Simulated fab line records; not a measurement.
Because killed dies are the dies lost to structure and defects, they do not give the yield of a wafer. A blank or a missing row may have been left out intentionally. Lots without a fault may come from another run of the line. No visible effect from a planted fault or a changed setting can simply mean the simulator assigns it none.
Code-filled problem report in 8D (eight disciplines) form ; flow sky130 ; the parts of the form that need people (team, actions taken, sign-off) are left out

== 1. THE ISSUE ==
plateTempC at SKY_PWDE_SOFTBAKE_03 reads a mean of 113.88 C on 9 wafers of 3 lots; wafers without a fault read 110.00 C with a standard deviation of 0.11. That puts it +35 standard deviations away from the usual mean.
Earliest sighting: wafer L588.1 on lithoTrack-01 at day 7 01:24. Wafers with a number at this step in the record: 36, from 12 lots. The rule behind "out" and "out of limits": a value lying over 4 standard deviations away from the usual mean. All remaining wafers that have a number are taken as sound.

== 2. WHAT IT IS AND WHAT IT IS NOT ==
question;is;is not
which readings at this step;plateTempC, heaterPowerTotalW;-
which lots;L588, L591, L592;L577, L578, L579, L580, L583, L584, L589, L590, L596
which wafers of those lots;all that have a number;-
read on which tools;lithoTrack-01;lithoTrack-03, lithoTrack-04
when;from day 7 01:24;"up to then (18 sound wafers); but 9 sound wafers of L589, L590, L596 came after"

== 3. THE SUSPECTS, EACH WITH WHAT RULES IT OUT ==
Counting: a tool at any process step up to the reading remains a suspect when it ran all the lots that are out and ran no sound lot after the first of those.
- rieDiel-03 at SKY_FIELD_ISO_ETCH_14 (etches BARC in N2/H2, stops on SiO2, time 45.9 s, target depth 60 nm): kept. It ran every lot that is out, first L588 (day 5 05:08), and no sound lot after that.
- lithoTrack-01 at SKY_PWDE_SOFTBAKE_03: kept. All lots that are out passed through it, beginning with L588 at day 7 01:24, and no sound lot followed; its final sound lot before that point was L584 at day 5 18:33. On those wafers its own readings are out: heaterPowerTotalW, plateTempC.
What counting leaves: rieDiel-03 at SKY_FIELD_ISO_ETCH_14 and lithoTrack-01 at SKY_PWDE_SOFTBAKE_03.

== 4. THE CAUSE (what the simulator had put in) ==
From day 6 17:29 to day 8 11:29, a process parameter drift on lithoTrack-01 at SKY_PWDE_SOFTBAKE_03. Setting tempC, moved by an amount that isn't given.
Counting leaves 2 suspects; this tool is one of them.

== 5. SEQUENCE OF EFFECTS, ordered by route ==
Each row: a reading whose mean over the struck wafers that have a number lies more than 3 standard deviations from the usual. Scope: only readings with a usual standard deviation given in the record; hours: median across lots of the time from each lot's start at the first step in this table that gives one to its start at this step; sigmas: change in usual standard deviations.
hours;step;reading;usual;on struck wafers;change;sigmas
0;SKY_PWDE_SOFTBAKE_03;heaterPowerTotalW;65.31 W;68.50;+3.19;+23
0;SKY_PWDE_SOFTBAKE_03;plateTempC;110.00 C;113.88;+3.88;+35
10;SKY_PWDE_STRIP_09;stripTimeToEndpointS;36.94 s;36.53;-0.41;-4.5
Its process steps:
- SKY_PWDE_SOFTBAKE_03
- SKY_PWDE_STRIP_09: strips in O2/N2.
Later measuring or inspecting steps at which every struck wafer that the step has a row for has a number for every such reading, and none has moved that far: SKY_VT_ADJUST_HVTP_CD_MEAS_07, SKY_VT_ADJUST_NCORE_OVL_MEAS_08.

== 6. HOW IT WOULD HAVE BEEN CAUGHT EARLIER ==
The fault began at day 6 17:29; the first out-of-limits reading in this record came at day 7 01:24, 8 hours later.
